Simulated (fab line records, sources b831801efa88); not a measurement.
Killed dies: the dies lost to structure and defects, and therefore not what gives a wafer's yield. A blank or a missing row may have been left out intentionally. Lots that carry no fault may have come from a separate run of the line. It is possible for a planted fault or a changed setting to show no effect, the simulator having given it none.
fab line records	flow gf180mcu
record: lots: 24	wafers: 72	last-day: 34
route steps=602 shown M1@317 V1@357 V2@397 M3@425 V4@479 V5@562
lots with no fault: from the same line, run without faults
start-h: start of the lot's first displayed wafer, in hours after the record's first day	wait-h: time in hours since the lot's previous step	" unchanged from the row above	L1.1+2: a single row standing in for several wafers	- no value, or no start given	* or withheld: withheld	< > ~ a bound
route shown NAME@n: names a module that has steps shown in the file, with the first one's number in the route	usual: average and standard deviation across the fault-free wafers	same: alike in all rows	chamber/n: place in a boat	sites: readings site by site	_std_site: how widely they spread, as a standard deviation	_edge_site: outer sites' mean less inner sites'	radius-mm: for every site, how far away it sits from the centre of the wafer	mask NAME#n: copy n	behind: the last tool/chamber to shape the wafer	hold: the reason the lot was held/the length of the hold in hours/how it ended	device: transistor that didn't switch, given as n, p or np	end of line: tests of these same wafers at the route's end	for a step that has no rows: nothing shown but its recipe	killed: not the wafer's yield, but the dies lost to structure and defects at the first sort	map: per-die view of a wafer (x killed, . not killed, _ where there is no die)
set.NAME: the setting that was run; set.NAME@STEP: the one run at that earlier step	model.NAME: the simulator's own value behind a step, which no gauge read
the route's steps for a sample of lots (tables are steps, rows are wafers)
services: a tool's chamber out of use, with start hour (start-h, from the record's first day; less than 0 if before it), hours out, and reason
== steps ==
step: GF_M1_SPUTTER_02
recipe: material: AlCu	target-thk-nm: 450	power-w: 10600	time-s: 23.9	chamber-pressure-pa: 0.4
usual: cathode-dc-power-W: 10600/1.9	throttle-valve-pct: 29.5/1.3
same: time-s: 23.9
lot.wafer	tool	chamber	start-h	wait-h	cathode-dc-power-W	throttle-valve-pct
L074.2	pvd-sputter-02	-	360.02	0.0	10602	29.2
L074.3	"	-	"	"	10597	27.7
L074.5	"	-	"	"	10601	29.5
L075.1	pvd-sputter-03	-	366.27	0.0	10599	27.9
L075.2	"	-	"	"	10599	30.9
L075.3	"	-	"	"	10597	30.1
L076.1	pvd-sputter-03	-	378.11	0.0	10599	27.6
L076.3	"	-	"	"	10601	30.8
L076.4	"	-	"	"	10598	29.7
L077.3	pvd-sputter-02	-	387.59	0.0	10604	28.5
L077.5	"	-	"	"	10596	27.6
L077.6	"	-	"	"	10602	28.8
L078.1	pvd-sputter-01	-	399.41	0.0	10599	29.1
L078.2	"	-	"	"	10601	30.3
L078.3	"	-	"	"	10598	30.4
L079.2	pvd-sputter-01	-	400.36	0.0	10599	29.9
L079.3	"	-	"	"	10602	29.4
L079.5	"	-	"	"	10597	29.4
L080.4	pvd-sputter-02	-	405.31	0.0	10601	27.6
L080.5	"	-	"	"	10602	28.5
L080.6	"	-	"	"	10600	29.6
L081.1	pvd-sputter-03	-	414.69	0.0	10599	31.3
L081.2	"	-	"	"	10601	27.8
L081.4	"	-	"	"	10601	31.4
L082.1	pvd-sputter-03	-	423.77	0.0	10602	30.0
L082.4	"	-	"	"	10598	29.8
L082.5	"	-	"	"	10599	31.6
L083.3	pvd-sputter-02	-	435.78	0.0	10603	29.0
L083.4	"	-	"	"	10597	30.1
L083.5	"	-	"	"	10599	29.3
L084.4	pvd-sputter-02	-	442.06	0.0	10601	28.7
L084.5	"	-	"	"	10598	30.1
L084.6	"	-	"	"	10601	29.3
L085.3	pvd-sputter-03	-	450.99	0.0	10595	31.3
L085.4	"	-	"	"	10602	27.7
L085.6	"	-	"	"	10599	31.1
L086.1	pvd-sputter-03	-	469.12	0.0	10598	31.2
L086.2	"	-	"	"	10598	27.7
L086.3	"	-	"	"	10601	30.9
L087.3	pvd-sputter-01	-	471.69	0.0	10596	27.0
L087.5	"	-	"	"	10600	29.3
L087.6	"	-	"	"	10601	29.9
L088.3	pvd-sputter-03	-	485.11	0.0	10599	31.5
L088.4	"	-	"	"	10598	31.0
L088.5	"	-	"	"	10596	29.5
L089.2	pvd-sputter-03	-	504.81	0.0	10600	31.5
L089.3	"	-	"	"	10604	29.6
L089.6	"	-	"	"	10598	31.5
L090.2	pvd-sputter-01	-	516.52	0.0	10599	30.9
L090.5	"	-	"	"	10597	27.5
L090.6	"	-	"	"	10599	30.0
L091.1	pvd-sputter-01	-	534.31	0.0	10599	29.4
L091.2	"	-	"	"	10601	30.0
L091.3	"	-	"	"	10600	27.4
L092.2	pvd-sputter-01	-	535.97	0.0	10600	30.8
L092.3	"	-	"	"	10603	30.0
L092.6	"	-	"	"	10603	30.8
L093.2	pvd-sputter-02	-	551.60	0.0	10600	27.7
L093.4	"	-	"	"	10598	30.0
L093.5	"	-	"	"	10602	27.4
L094.2	pvd-sputter-01	-	557.83	0.0	10601	27.6
L094.3	"	-	"	"	10602	30.1
L094.4	"	-	"	"	10600	29.2
L096.1	pvd-sputter-03	-	566.49	0.0	10602	29.7
L096.3	"	-	"	"	10600	31.5
L096.6	"	-	"	"	10602	29.9
L097.1	pvd-sputter-01	-	567.79	0.0	10596	29.6
L097.4	"	-	"	"	10603	30.9
L097.6	"	-	"	"	10599	30.2
L095.2	pvd-sputter-03	-	569.05	0.0	10599	29.7
L095.3	"	-	"	"	10600	27.8
L095.5	"	-	"	"	10604	31.0
step: GF_V1_SPUTTER_22
recipe: material: TiN	target-thk-nm: 10	chamber-pressure-pa: 5	power-w: 4000	time-s: 40
usual: cathode-dc-power-W: 4000.0/0.59	throttle-valve-pct: 29.7/1.3
same: time-s: 40
lot.wafer	tool	chamber	start-h	wait-h	cathode-dc-power-W	throttle-valve-pct
L074.2	pvd-sputter-03	-	407.69	0.0	4000.6	27.8
L074.3	"	-	"	"	4000.6	29.8
L074.5	"	-	"	"	3999.9	31.4
L075.1	pvd-sputter-03	-	413.59	0.0	4001.2	27.6
L075.2	"	-	"	"	3999.5	31.4
L075.3	"	-	"	"	3999.5	29.8
L076.1	pvd-sputter-03	-	425.99	0.0	4000.6	29.8
L076.3	"	-	"	"	4000.3	31.0
L076.4	"	-	"	"	3999.7	31.4
L077.3	pvd-sputter-03	-	435.46	0.0	3999.8	31.3
L077.5	"	-	"	"	4001.0	30.8
L077.6	"	-	"	"	3999.8	29.5
L078.1	pvd-sputter-04	-	447.67	0.0	3999.3	30.1
L078.2	"	-	"	"	3999.8	31.9
L078.3	"	-	"	"	3999.4	30.6
L079.2	pvd-sputter-02	-	448.64	0.0	4000.8	29.6
L079.3	"	-	"	"	3999.5	30.3
L079.5	"	-	"	"	3999.0	28.9
L080.4	pvd-sputter-03	-	454.25	0.0	4000.5	31.2
L080.5	"	-	"	"	3999.6	31.3
L080.6	"	-	"	"	4001.6	27.8
L081.1	pvd-sputter-03	-	464.15	0.0	3999.2	30.7
L081.2	"	-	"	"	3999.8	27.7
L081.4	"	-	"	"	4000.1	31.4
L082.1	pvd-sputter-04	-	471.72	0.0	4000.4	28.9
L082.4	"	-	"	"	4000.6	30.7
L082.5	"	-	"	"	3999.3	30.0
L083.3	pvd-sputter-02	-	485.43	0.0	3999.4	27.5
L083.4	"	-	"	"	4000.2	29.3
L083.5	"	-	"	"	4000.6	29.1
L084.4	pvd-sputter-04	-	492.19	0.0	4000.1	28.8
L084.5	"	-	"	"	3999.0	30.3
L084.6	"	-	"	"	3999.9	30.0
L085.3	pvd-sputter-02	-	500.89	0.0	4000.0	27.6
L085.4	"	-	"	"	4000.2	28.8
L085.6	"	-	"	"	3999.1	28.8
L086.1	pvd-sputter-04	-	519.33	0.0	4000.7	28.8
L086.2	"	-	"	"	4000.4	31.9
L086.3	"	-	"	"	4001.1	30.1
L087.3	pvd-sputter-04	-	521.29	0.0	4000.9	30.0
L087.5	"	-	"	"	3998.7	29.1
L087.6	"	-	"	"	4000.7	29.7
L088.3	pvd-sputter-02	-	532.99	0.0	3999.4	30.1
L088.4	"	-	"	"	4000.5	28.3
L088.5	"	-	"	"	3999.3	27.4
L089.2	pvd-sputter-04	-	552.91	0.0	4000.8	29.0
L089.3	"	-	"	"	4000.5	32.0
L089.6	"	-	"	"	4000.8	29.8
L090.2	pvd-sputter-02	-	564.34	0.0	4000.1	30.0
L090.5	"	-	"	"	4001.3	27.7
L090.6	"	-	"	"	3999.9	30.0
L091.1	pvd-sputter-03	-	581.09	0.0	3999.3	27.8
L091.2	"	-	"	"	3999.8	31.4
L091.3	"	-	"	"	4000.0	30.7
L092.2	pvd-sputter-03	-	582.12	0.0	4000.3	31.4
L092.3	"	-	"	"	3999.5	27.7
L092.6	"	-	"	"	4000.3	27.8
L093.2	pvd-sputter-02	-	597.66	0.0	3999.0	27.4
L093.4	"	-	"	"	4001.1	29.4
L093.5	"	-	"	"	4000.1	29.0
L094.2	pvd-sputter-04	-	602.84	0.0	4000.6	28.6
L094.3	"	-	"	"	4000.2	31.7
L094.4	"	-	"	"	4000.2	29.9
L096.1	pvd-sputter-02	-	611.36	0.0	3999.7	29.1
L096.3	"	-	"	"	4000.5	29.7
L096.6	"	-	"	"	4000.0	29.6
L097.1	pvd-sputter-04	-	613.28	0.0	4000.1	28.9
L097.4	"	-	"	"	3999.8	30.0
L097.6	"	-	"	"	3999.5	30.7
L095.2	pvd-sputter-04	-	613.76	0.0	3999.4	28.6
L095.3	"	-	"	"	3999.4	30.6
L095.5	"	-	"	"	3999.4	31.9
step: GF_V2_OVL_MEAS_15
usual: V2_OVL: -6/6.1
lot.wafer	tool	chamber	start-h	wait-h	V2_OVL[nm]
L074.2	overlay-01	-	457.21	0.1	-14
L074.3	"	-	"	"	-16
L074.5	"	-	"	"	-16
L075.1	overlay-01	-	462.85	0.1	-14
L075.2	"	-	"	"	-9
L075.3	"	-	"	"	-5
L076.1	overlay-01	-	475.65	0.1	-14
L076.3	"	-	"	"	-11
L076.4	"	-	"	"	-2
L077.3	overlay-02	-	485.42	0.1	7
L077.5	"	-	"	"	-3
L077.6	"	-	"	"	1
L078.1	overlay-02	-	496.95	0.1	3
L078.2	"	-	"	"	-5
L078.3	"	-	"	"	-5
L079.2	overlay-01	-	497.91	0.1	-9
L079.3	"	-	"	"	-4
L079.5	"	-	"	"	-3
L080.4	overlay-01	-	504.20	0.1	-2
L080.5	"	-	"	"	-11
L080.6	"	-	"	"	-7
L081.1	overlay-01	-	514.70	0.1	-13
L081.2	"	-	"	"	-6
L081.4	"	-	"	"	-12
L082.1	overlay-02	-	521.25	0.1	0
L082.4	"	-	"	"	-11
L082.5	"	-	"	"	-10
L083.3	overlay-02	-	533.41	0.1	-8
L083.4	"	-	"	"	-15
L083.5	"	-	"	"	-9
L084.4	overlay-02	-	540.85	0.1	-4
L084.5	"	-	"	"	-2
L084.6	"	-	"	"	4
L085.3	overlay-02	-	549.76	0.1	-3
L085.4	"	-	"	"	-6
L085.6	"	-	"	"	-5
L086.1	overlay-02	-	566.10	0.1	-13
L086.2	"	-	"	"	-2
L086.3	"	-	"	"	-10
L087.3	overlay-02	-	568.10	0.1	-1
L087.5	"	-	"	"	8
L087.6	"	-	"	"	3
L088.3	overlay-01	-	580.21	0.1	-13
L088.4	"	-	"	"	-7
L088.5	"	-	"	"	-10
L089.2	overlay-02	-	598.75	0.1	1
L089.3	"	-	"	"	-1
L089.6	"	-	"	"	0
L090.2	overlay-02	-	609.59	0.1	1
L090.5	"	-	"	"	-5
L090.6	"	-	"	"	-1
L091.1	overlay-02	-	625.50	0.1	-1
L091.2	"	-	"	"	4
L091.3	"	-	"	"	-3
L092.2	overlay-02	-	627.75	0.1	-16
L092.3	"	-	"	"	-12
L092.6	"	-	"	"	-8
L093.2	overlay-02	-	641.55	0.1	-2
L093.4	"	-	"	"	3
L093.5	"	-	"	"	1
L094.2	overlay-02	-	645.11	0.1	-11
L094.3	"	-	"	"	-4
L094.4	"	-	"	"	-3
L096.1	overlay-01	-	654.80	0.1	-11
L096.3	"	-	"	"	-12
L096.6	"	-	"	"	-12
L097.1	overlay-02	-	656.25	0.1	-17
L097.4	"	-	"	"	-8
L097.6	"	-	"	"	-20
L095.2	overlay-02	-	656.90	0.1	2
L095.3	"	-	"	"	1
L095.5	"	-	"	"	-8
step: GF_M3_METAL_ETCH_16
recipe: chemistry: Cl2/BCl3	mask-material: KrF	target-depth-nm: 750.8	stop-on: SiO2	pressure-mtorr: 8	icp-w: 800	bias-w: 140	Cl2_flow_sccm: 80	bcl3-flow-sccm: 40	time-s: 125.1
usual: drypump-motor-current-A: 5.8/0.47	oes-product-au: 0.991/0.0057	throttle-valve-pct: 28.230/0.011
same: time-s: 125.1
lot.wafer	tool	chamber	start-h	wait-h	drypump-motor-current-A	oes-product-au	rf-hours-counter-h	throttle-valve-pct
L074.2	rie-metal-03	0	482.69	0.0	5.6	0.995	8	28.243
L074.3	"	1	"	"	5.5	0.993	-	28.229
L074.5	"	1	"	"	5.5	0.998	-	28.225
L075.1	rie-metal-03	1	488.79	0.0	5.6	0.990	8	28.240
L075.2	"	0	"	"	5.6	0.996	9	28.235
L075.3	"	1	"	"	5.6	0.979	-	28.216
L076.1	rie-metal-03	1	501.09	0.0	5.5	0.994	8	28.228
L076.3	"	1	"	"	5.5	0.998	-	28.247
L076.4	"	1	"	"	5.5	0.985	-	28.222
L077.3	rie-metal-03	1	511.18	0.1	5.5	0.987	-	28.223
L077.5	"	0	"	"	5.5	0.993	-	28.209
L077.6	"	1	"	"	5.5	0.990	-	28.240
L078.1	rie-metal-03	1	521.93	0.0	5.5	0.990	9	28.239
L078.2	"	0	"	"	5.5	0.996	9	28.200
L078.3	"	1	"	"	5.5	0.987	-	28.248
L079.2	rie-metal-02	1	523.04	0.0	6.7	0.985	13	28.236
L079.3	"	0	"	"	5.7	0.994	-	28.230
L079.5	"	0	"	"	5.7	0.998	-	28.229
L080.4	rie-metal-02	0	529.16	0.1	5.7	1.001	-	28.238
L080.5	"	1	"	"	6.6	0.983	-	28.223
L080.6	"	0	"	"	5.7	0.999	-	28.221
L081.1	rie-metal-02	1	539.42	0.0	6.7	0.981	14	28.248
L081.2	"	0	"	"	5.7	0.991	9	28.234
L081.4	"	1	"	"	6.7	0.987	-	28.211
L082.1	rie-metal-04	1	545.07	0.0	5.7	0.995	2	28.229
L082.4	"	1	"	"	5.6	0.991	-	28.239
L082.5	"	0	"	"	5.1	0.986	-	28.216
L083.3	rie-metal-02	0	558.12	0.1	5.7	0.990	-	28.247
L083.4	"	0	"	"	5.7	1.001	-	28.221
L083.5	"	0	"	"	5.7	0.993	-	28.221
L084.4	rie-metal-02	1	564.93	0.1	6.6	0.979	-	28.238
L084.5	"	1	"	"	6.7	0.993	-	28.226
L084.6	"	0	"	"	5.7	0.993	-	28.243
L085.3	rie-metal-04	0	573.31	0.1	5.0	0.996	-	28.239
L085.4	"	1	"	"	5.6	0.987	-	28.233
L085.6	"	1	"	"	5.6	0.995	-	28.217
L086.1	rie-metal-02	0	589.04	0.0	5.7	0.998	11	28.233
L086.2	"	1	"	"	6.7	0.992	1	28.219
L086.3	"	1	"	"	6.7	0.993	-	28.232
L087.3	rie-metal-03	1	590.98	0.1	5.5	0.986	-	28.241
L087.5	"	0	"	"	5.6	0.996	-	28.218
L087.6	"	1	"	"	5.5	0.984	-	28.232
L088.3	rie-metal-03	1	602.72	0.1	5.5	0.985	-	28.214
L088.4	"	0	"	"	5.6	0.995	-	28.219
L088.5	"	1	"	"	5.5	0.982	-	28.224
L089.2	rie-metal-02	1	620.83	0.0	6.7	0.983	2	28.237
L089.3	"	1	"	"	6.7	0.977	-	28.246
L089.6	"	0	"	"	5.7	0.987	-	28.237
L090.2	rie-metal-02	0	631.44	0.0	5.7	0.994	12	28.222
L090.5	"	1	"	"	6.7	0.985	-	28.245
L090.6	"	0	"	"	5.7	0.988	-	28.229
L091.1	rie-metal-03	1	648.08	0.0	5.5	0.999	13	28.226
L091.2	"	0	"	"	5.5	0.990	13	28.206
L091.3	"	1	"	"	5.5	0.998	-	28.223
L092.2	rie-metal-02	1	650.07	0.0	6.7	0.989	3	28.229
L092.3	"	0	"	"	5.7	0.992	-	28.235
L092.6	"	0	"	"	5.7	1.000	-	28.233
L093.2	rie-metal-03	1	663.01	0.0	5.5	0.990	13	28.241
L093.4	"	1	"	"	5.5	0.997	-	28.225
L093.5	"	1	"	"	5.5	0.997	-	28.223
L094.2	rie-metal-02	1	666.07	0.0	6.7	0.998	4	28.269
L094.3	"	1	"	"	6.7	0.996	-	28.241
L094.4	"	0	"	"	5.7	0.995	-	28.243
L096.1	rie-metal-04	1	676.17	0.0	5.6	0.990	7	28.236
L096.3	"	0	"	"	5.1	0.986	-	28.236
L096.6	"	1	"	"	5.6	0.987	-	28.231
L097.1	rie-metal-02	1	676.54	0.0	6.7	0.994	4	28.247
L097.4	"	0	"	"	5.7	0.998	-	28.233
L097.6	"	0	"	"	5.7	0.992	-	28.229
L095.2	rie-metal-04	1	676.86	0.1	5.6	0.987	-	28.225
L095.3	"	1	"	"	5.6	0.982	-	28.229
L095.5	"	1	"	"	5.6	0.981	-	28.221
step: GF_V4_THK_MEAS_03
recipe: reads: SiO2_of_V4_CVD_02
usual: V4_CVD_02_THK: 851/11
lot.wafer	tool	chamber	start-h	wait-h	V4_CVD_02_THK[nm]
L074.2	film-metro-04	-	531.85	0.0	837
L074.3	"	-	"	"	829
L074.5	"	-	"	"	847
L075.1	film-metro-04	-	538.13	0.0	847
L075.2	"	-	"	"	840
L075.3	"	-	"	"	844
L076.1	film-metro-02	-	551.16	0.0	847
L076.3	"	-	"	"	849
L076.4	"	-	"	"	861
L077.3	film-metro-03	-	559.97	0.1	832
L077.5	"	-	"	"	842
L077.6	"	-	"	"	845
L078.1	film-metro-04	-	570.59	0.0	846
L078.2	"	-	"	"	831
L078.3	"	-	"	"	846
L079.2	film-metro-04	-	571.44	0.0	836
L079.3	"	-	"	"	837
L079.5	"	-	"	"	843
L080.4	film-metro-04	-	577.12	0.0	869
L080.5	"	-	"	"	865
L080.6	"	-	"	"	863
L081.1	film-metro-03	-	586.48	0.0	854
L081.2	"	-	"	"	855
L081.4	"	-	"	"	867
L082.1	film-metro-02	-	592.08	0.0	831
L082.4	"	-	"	"	843
L082.5	"	-	"	"	854
L083.3	film-metro-03	-	605.64	0.1	825
L083.4	"	-	"	"	847
L083.5	"	-	"	"	852
L084.4	film-metro-04	-	610.98	0.0	864
L084.5	"	-	"	"	869
L084.6	"	-	"	"	855
L085.3	film-metro-03	-	619.72	0.1	838
L085.4	"	-	"	"	869
L085.6	"	-	"	"	865
L086.1	film-metro-04	-	635.26	0.0	841
L086.2	"	-	"	"	841
L086.3	"	-	"	"	867
L087.3	film-metro-04	-	636.56	0.1	850
L087.5	"	-	"	"	853
L087.6	"	-	"	"	874
L088.3	film-metro-02	-	647.46	0.1	841
L088.4	"	-	"	"	865
L088.5	"	-	"	"	858
L089.2	film-metro-03	-	664.68	0.0	851
L089.3	"	-	"	"	838
L089.6	"	-	"	"	859
L090.2	film-metro-04	-	675.24	0.0	850
L090.5	"	-	"	"	849
L090.6	"	-	"	"	881
L091.1	film-metro-02	-	690.24	0.0	850
L091.2	"	-	"	"	843
L091.3	"	-	"	"	842
L092.2	film-metro-03	-	691.58	0.0	852
L092.3	"	-	"	"	849
L092.6	"	-	"	"	861
L093.2	film-metro-04	-	703.98	0.0	848
L093.4	"	-	"	"	863
L093.5	"	-	"	"	859
L094.2	film-metro-04	-	706.77	0.0	843
L094.3	"	-	"	"	839
L094.4	"	-	"	"	846
L096.1	film-metro-04	-	716.73	0.0	854
L096.3	"	-	"	"	840
L096.6	"	-	"	"	860
L097.1	film-metro-04	-	716.95	0.0	838
L097.4	"	-	"	"	846
L097.6	"	-	"	"	858
L095.2	film-metro-03	-	717.53	0.0	835
L095.3	"	-	"	"	842
L095.5	"	-	"	"	847
step: GF_V5_SPUTTER_22
recipe: material: TiN	target-thk-nm: 10	chamber-pressure-pa: 5	power-w: 4000	time-s: 40
usual: cathode-dc-power-W: 3999.9/0.76	throttle-valve-pct: 29.8/1.2
same: time-s: 40
lot.wafer	tool	chamber	start-h	wait-h	cathode-dc-power-W	throttle-valve-pct
L074.2	pvd-sputter-02	-	623.92	0.0	4000.3	29.2
L074.3	"	-	"	"	3999.7	27.6
L074.5	"	-	"	"	3999.9	29.3
L075.1	pvd-sputter-03	-	630.19	0.0	4001.2	29.7
L075.2	"	-	"	"	4000.6	28.0
L075.3	"	-	"	"	3999.9	30.9
L076.1	pvd-sputter-04	-	641.63	0.0	3999.3	32.0
L076.3	"	-	"	"	3999.2	28.9
L076.4	"	-	"	"	3999.6	30.6
L077.3	pvd-sputter-04	-	649.73	0.0	4000.4	28.8
L077.5	"	-	"	"	3999.8	29.1
L077.6	"	-	"	"	4000.8	31.7
L078.1	pvd-sputter-04	-	659.83	0.0	3999.5	29.9
L078.2	"	-	"	"	3999.7	31.8
L078.3	"	-	"	"	4000.2	30.6
L079.2	pvd-sputter-03	-	660.66	0.0	4000.0	27.8
L079.3	"	-	"	"	4000.4	29.6
L079.5	"	-	"	"	3999.4	31.8
L080.4	pvd-sputter-04	-	665.33	0.0	3999.9	28.6
L080.5	"	-	"	"	3998.3	30.6
L080.6	"	-	"	"	4000.5	31.7
L081.1	pvd-sputter-02	-	672.53	0.0	3999.5	27.6
L081.2	"	-	"	"	4000.2	29.1
L081.4	"	-	"	"	3999.8	28.8
L082.1	pvd-sputter-02	-	678.55	0.0	4000.0	27.5
L082.4	"	-	"	"	3999.1	29.8
L082.5	"	-	"	"	3999.5	28.9
L083.3	pvd-sputter-04	-	689.60	0.0	3999.4	28.8
L083.4	"	-	"	"	4000.2	31.8
L083.5	"	-	"	"	4000.4	28.8
L084.4	pvd-sputter-02	-	693.97	0.0	4000.6	27.6
L084.5	"	-	"	"	4000.3	30.0
L084.6	"	-	"	"	4000.5	29.4
L085.3	pvd-sputter-02	-	701.62	0.0	3999.9	30.1
L085.4	"	-	"	"	3999.4	27.7
L085.6	"	-	"	"	4000.5	30.0
L086.1	pvd-sputter-02	-	715.73	0.0	4000.0	29.2
L086.2	"	-	"	"	3999.6	30.0
L086.3	"	-	"	"	4000.6	27.4
L087.3	pvd-sputter-03	-	718.53	0.0	3999.4	29.8
L087.5	"	-	"	"	4000.8	30.7
L087.6	"	-	"	"	3999.2	29.9
L088.3	pvd-sputter-04	-	726.50	0.0	3999.6	31.9
L088.4	"	-	"	"	3999.4	30.7
L088.5	"	-	"	"	3999.7	31.9
L089.2	pvd-sputter-04	-	742.42	0.0	4000.0	32.0
L089.3	"	-	"	"	4001.6	30.5
L089.6	"	-	"	"	4000.0	29.0
L090.2	pvd-sputter-03	-	750.28	0.0	3999.6	29.6
L090.5	"	-	"	"	3999.6	30.9
L090.6	"	-	"	"	4000.3	29.6
L091.1	pvd-sputter-04	-	763.16	0.0	4001.1	30.7
L091.2	"	-	"	"	4001.2	31.8
L091.3	"	-	"	"	4000.3	28.9
L092.2	pvd-sputter-02	-	764.25	0.0	4001.4	29.8
L092.3	"	-	"	"	3999.1	28.8
L092.6	"	-	"	"	3999.7	29.7
L093.2	pvd-sputter-03	-	775.30	0.0	3999.6	29.9
L093.4	"	-	"	"	3998.7	30.9
L093.5	"	-	"	"	4000.0	29.8
L094.2	pvd-sputter-04	-	778.18	0.0	4002.0	30.5
L094.3	"	-	"	"	4000.7	31.8
L094.4	"	-	"	"	4000.3	30.3
L096.1	pvd-sputter-03	-	787.72	0.0	3999.6	29.7
L096.3	"	-	"	"	3999.7	31.2
L096.6	"	-	"	"	4000.2	30.8
L097.1	pvd-sputter-04	-	788.06	0.0	4000.7	31.7
L097.4	"	-	"	"	4001.8	28.8
L097.6	"	-	"	"	3998.9	29.1
L095.2	pvd-sputter-02	-	788.41	0.0	4000.3	29.6
L095.3	"	-	"	"	4000.2	28.9
L095.5	"	-	"	"	3999.9	29.0
== services ==
tool	chamber	start-h	hours	kind
pvd-sputter-02	-	367.80	0.7	repair
pvd-sputter-04	-	369.77	3.0	repair
pvd-sputter-04	-	374.42	57.9	repair
rie-metal-02	-	439.12	2.8	pm
rie-metal-02	1	457.52	14.8	repair
pvd-sputter-03	-	471.31	2.8	repair
pvd-sputter-02	-	472.22	7.4	repair
pvd-sputter-04	-	480.97	4.6	repair
pvd-sputter-01	-	492.24	3.8	repair
rie-metal-03	0	498.26	12.7	repair
pvd-sputter-03	-	508.64	2.2	repair
pvd-sputter-01	-	520.43	4.7	repair
pvd-sputter-03	-	533.64	3.5	repair
pvd-sputter-03	-	534.26	10.8	repair
pvd-sputter-02	-	552.20	2.9	repair
pvd-sputter-04	-	566.35	1.3	repair
pvd-sputter-04	-	582.99	1.4	repair
pvd-sputter-04	-	609.94	1.9	repair
rie-metal-03	-	690.84	2.8	pm
pvd-sputter-04	-	717.91	1.9	repair
pvd-sputter-03	-	719.84	9.9	repair
pvd-sputter-02	-	742.11	1.8	repair
pvd-sputter-02	-	754.73	2.2	repair
rie-metal-02	-	782.52	1.2	repair
== key ==
fault none
